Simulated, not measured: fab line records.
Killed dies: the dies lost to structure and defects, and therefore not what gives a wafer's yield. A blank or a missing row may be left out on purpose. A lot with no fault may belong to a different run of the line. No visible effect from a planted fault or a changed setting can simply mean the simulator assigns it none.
A single fault, viewed from 2 desks -- flow gf180mcu -- every desk sees just its own numbers, and what lay behind them comes last

TOOL OWNER'S DESK, cmp-01
The tool's own readings at GF_V3_CMP_04 (polishes SiO2): means of the sampled wafers that have a number, for each lot that ran on this tool. Marked OUT: a lot whose mean sits more than 4 standard deviations from the usual mean, which makes it out of limits; the brackets give that distance.
Columns: A = head_pressure_psi at GF_V3_CMP_04, usual 3.999 psi; B = motor_current_A at GF_V3_CMP_04, usual 12.3 A; C = time_to_endpoint_s at GF_V3_CMP_04, usual 80 s
lot,first seen here,A,B,C
L634,day 22 01:56,4.002,13.1,75
L639,day 24 00:59,4.000,13.6,57 (-5.0) OUT
L647,day 26 20:40,4.004,12.0,77
L649,day 27 12:04,4.001,12.3,77
L651,day 27 19:46,3.990,12.1,79
L652,day 28 03:28,3.997,11.3,78
L653,day 28 11:43,4.002,11.3,85
L654,day 28 19:37,3.992,12.5,83
This desk finds L639 out of limits, L639 being first, at day 24 00:59 (time_to_endpoint_s at GF_V3_CMP_04). Within limits: L634, L647, L649, L651, L652, L653, L654.

AT THE METROLOGY DESK
Lot by lot, what the gauges showed, no matter which tool ran the lot: averages of those sampled wafers that carry a number. Marked OUT: a lot whose mean sits more than 4 standard deviations from the usual mean, which makes it out of limits; the brackets give that distance.
Columns: A = cd_nm at GF_M3_CD_MEAS_14, usual 279.9 nm
lot,first seen here,A
L634,day 22 00:49,280.2
L635,day 22 07:04,279.1
L639,day 23 23:47,280.1
L645,day 25 22:40,280.5
L647,day 26 19:32,279.6
L648,day 27 00:34,279.1
L649,day 27 10:53,278.6
L650,day 27 17:58,279.2
L651,day 27 18:35,279.0
L652,day 28 02:23,280.7
L653,day 28 10:43,281.4
L654,day 28 18:29,279.3
L655,day 29 01:13,280.0
This desk found nothing out of limits on any of the 13 lots.

PUT TOGETHER
On L639, at day 24 00:59, an alarm was possible from the tool owner's desk.
From the metrology desk's view, nothing was out of limits.
The metrology desk has L639 on record, within its limits.
Every lot named ran GF_V3_CMP_04 on cmp-01.

WHAT WAS PUT IN BY THE SIMULATOR
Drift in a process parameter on cmp-01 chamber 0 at GF_V3_CMP_04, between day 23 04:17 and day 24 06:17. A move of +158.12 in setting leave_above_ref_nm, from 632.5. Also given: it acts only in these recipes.
Shown lots that were struck: L639.
Each desk's first reading out of limits, in hours after the fault started: the tool owner's desk, 21.
